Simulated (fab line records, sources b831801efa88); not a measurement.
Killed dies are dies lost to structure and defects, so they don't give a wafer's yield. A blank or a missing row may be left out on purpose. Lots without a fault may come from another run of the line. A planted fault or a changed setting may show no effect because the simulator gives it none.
Which tool did it? | flow sky130 | 12 lots, 36 wafers sampled, at 1 step of a route of 708

WHAT THE GAUGES READ, wafer by wafer
SKY_NWELL_TW_MEAS_26.
lot  | measured     | on            | NWELL_2_TW
L258 | day 5 06:44  | film_metro-01 | 495.0 496.2 497.9
L259 | day 5 14:46  | film_metro-03 | 493.1 492.1 495.9
L267 | day 7 10:20  | film_metro-02 | 498.9 498.5 500.1
L269 | day 7 23:18  | film_metro-01 | 493.7 495.8 494.6
L271 | day 8 13:38  | film_metro-03 | 494.3 498.4 494.3
L273 | day 9 09:49  | film_metro-03 | 493.9 493.5 495.4
L276 | day 9 20:33  | film_metro-02 | 501.2 502.8 502.4
L277 | day 10 08:52 | film_metro-01 | 493.8 496.3 496.6
L278 | day 10 15:10 | film_metro-03 | 496.3 493.5 497.1
L279 | day 10 15:21 | film_metro-01 | 497.8 497.5 500.4
L280 | day 10 23:20 | film_metro-01 | 497.7 495.0 496.2
L281 | day 11 04:02 | film_metro-01 | 495.4 497.8 498.9

WHICH TOOL RAN EACH LOT (tool, then ch and the chambers of the sampled wafers, then the start)
The record holds no process step before these readings.

WHAT THE TOOLS THEMSELVES READ (means of the sampled wafers that have a number; where no wafer has one, the mark that the record gives instead)
The record holds no such reading with a usual standard deviation.

THE ANSWER, worked out from the rows above alone
Rule: what is usual is taken from the lots themselves. Put in order of their means at a reading, lots are off if they are a third of the lots or fewer, leave a main group of 4 or more, and stand apart from it by a gap of 3 or more times the standard deviation of the main group's means; of several such gaps the widest counts. A main group whose means are all the same, to the digits that the tables above print for the reading, isn't used. A lot without any number at a reading at which 4 lots or more have one is off too. The other lots that the step has rows for count as sound. The gauges are gone through in route order, then the tools' own readings, and for those a lot's mean is taken as printed above. The first step at which some lot is off is used, and at that step the reading that is off furthest; a lot without a number counts as furthest.
No lot is off at any reading shown: from this, nothing can be told.

WHAT THE SIMULATOR HAD PUT IN
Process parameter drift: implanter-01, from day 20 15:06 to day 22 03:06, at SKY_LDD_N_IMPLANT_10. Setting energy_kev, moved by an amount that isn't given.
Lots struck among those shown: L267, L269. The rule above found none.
